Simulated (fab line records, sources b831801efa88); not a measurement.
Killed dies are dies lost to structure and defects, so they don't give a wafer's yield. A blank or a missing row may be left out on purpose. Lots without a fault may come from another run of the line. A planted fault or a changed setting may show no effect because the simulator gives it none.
A struck lot beside a sound one | flow sky130 | 18 steps out of a route of 708
Sound: wafers L269.1, L269.5, L269.6. Struck: wafer L258.1. (L258.5 of the same lot was not struck and is left out.) The cause comes at the end.
At each step with rows: each side's tool, then ch and its chambers, then its first start. Under that, the readings that differ: sound wafers | struck wafers | difference of the means | sigmas: that difference in standard deviations of wafers without a fault.
alike: readings whose means differ by less than 2 such deviations, and words and numbers that are the same on both sides. not compared: withheld readings, readings that some wafer has no value for, bounds like >300 that may hide the same value, and numbers for which the record gives no deviation and whose values overlap.
The two part at a step that has a row with sigmas, a row that says differs or no value, or rows on one side only. Numbers that don't overlap but have no deviation are shown without sigmas and don't part them. A reading that every wafer of one side lacks parts them only if that side has two wafers or more.

first, 9 steps without rows for these wafers: SKY_CAP2M_CLEAN_17 (cleans in O3/DIW); SKY_METAL4_DEHYDRATE_05 (time 60 s); SKY_METAL4_HMDS_06 (prime time 60 s); SKY_METAL4_COAT_07 (resist thk 60 nm); SKY_METAL4_COAT_08 (resist thk 1140 nm); SKY_METAL4_SOFTBAKE_09 (time 90 s); SKY_METAL4_EXPOSE_10 (exposes mask MM4, target cd 300 nm); SKY_METAL4_PEB_11; SKY_METAL4_DEVELOP_12 (develop time 60 s).
SKY_METAL4_CD_MEAS_13: target cd 300 nm.
  sound on cd_sem-02, day 46 02:32; struck on cd_sem-01, day 42 14:47
  alike: cd_nm
SKY_METAL4_OVL_MEAS_14:
  sound on overlay-02, day 46 02:39; struck on overlay-02, day 42 14:55
  alike: METAL4_OVL
SKY_METAL4_DESCUM_15: chemistry O2, time 8 s.
  sound on rie_metal-03 ch 0,1, day 46 02:41; struck on rie_metal-02 ch 1, day 42 14:57
  alike: drypump_motor_current_A, oes_product_au
  not compared: rf_hours_counter_h
SKY_METAL4_ETCH_16: etches BARC in N2/H2, stops on SiO2, time 88.2 s, target depth 60 nm.
  sound on rie_metal-03 ch 0,1, day 46 02:43; struck on rie_metal-02 ch 1, day 42 14:59
  reading                                       | sound                | struck | difference | sigmas
  oes_product_au (a.u.)                         | 0.617 0.620 0.628    | 1.009  | +0.387     | +79
  run_length_s (s)                              | 117.3 117.4 115.6    | 69.6   | -47.2      | -43
  throttle_valve_pct (%)                        | 13.212 13.192 13.205 | 13.242 | +0.039     | +4
  model.KrF-thick_of_METAL4_COAT_08.thk_nm (nm) | 1081 1080 1077       | 1100   | +21        |
  model.METAL4.cd_nm (nm)                       | 297.5 298.9 298.6    | 308.7  | +10.4      |
  alike: drypump_motor_current_A
  not compared: rf_hours_counter_h
SKY_METAL4_ETCH_17: etches SiO2 in C4F8/O2/Ar, stops on TiN, time 3.9 s, target depth 15 nm.
  sound on rie_diel-01 ch 1,3, day 46 02:49; struck on rie_diel-01 ch 3, day 42 15:05
  alike: oes_product_au
  not compared: rf_hours_counter_h
SKY_METAL4_METAL_ETCH_18: etches the open film in Cl2/BCl3, stops on SiO2, target depth 845 nm, time 183.1 s.
  sound on rie_metal-01 ch 0,1, day 46 02:50; struck on rie_metal-03 ch 0, day 42 15:06
  reading                                       | sound             | struck | difference | sigmas
  mfc_cl2_sccm (sccm)                           | 59.90 59.77 59.78 | 60.21  | +0.39      | +2
  model.KrF-thick_of_METAL4_COAT_08.thk_nm (nm) | 538.1 529.6 539.1 | 549.8  | +14.2      |
  model.METAL4.cd_nm (nm)                       | 296.3 305.2 298.5 | 309.2  | +9.2       |
  alike: drypump_motor_current_A, oes_product_au, run_length_s, throttle_valve_pct
  not compared: rf_hours_counter_h
SKY_METAL4_STRIP_19: strips in O2/N2.
  sound on plasma_asher-04 ch 0,1, day 46 03:01; struck on plasma_asher-02 ch 0, day 42 15:27
  alike: drypump_motor_current_A, o2_flow_sccm, oes_product_au, strip_time_to_endpoint_s
  not compared: rf_hours_counter_h
then, 1 step without rows for these wafers: SKY_METAL4_STRIP_20 (strips in post etch residue remover, time 1200 s).
-- the record jumps here: 4 days lie between the struck wafers' starts before and after (it left off in module METAL4 and takes up again in module PAD_OPEN, whose first step shown is number 708 of the route) --
SKY_PAD_OPEN_PROBE_99:
  sound on prober-01, day 49 13:40; struck on prober-02, day 46 12:48
  reading                 | sound        | struck | difference | sigmas
  killed_at_M0_to_M3      | 38 51 33     | 58     | +17        | +3
  sort_bin_5_function (%) | 9.3 10.8 7.9 | 12.4   | +3.1       | +2
  alike: defect_limited_yield, killed_at_M4_up, killed_at_contacts, killed_at_front_end, killed_at_other, killed_dies, killed_open, killed_short, sort_bin_3_pad_short, sort_bin_6_memory, sort_n_pass, sort_yield_pct
  not compared: model.etest.met4.width_nm

WHERE THEY PART
First at SKY_METAL4_ETCH_16; last, within this record, at SKY_PAD_OPEN_PROBE_99.

WHY: what the simulator had put in
Process parameter drift: rie_metal-02, from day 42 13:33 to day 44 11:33, at SKY_METAL4_ETCH_16. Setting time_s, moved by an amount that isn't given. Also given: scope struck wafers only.
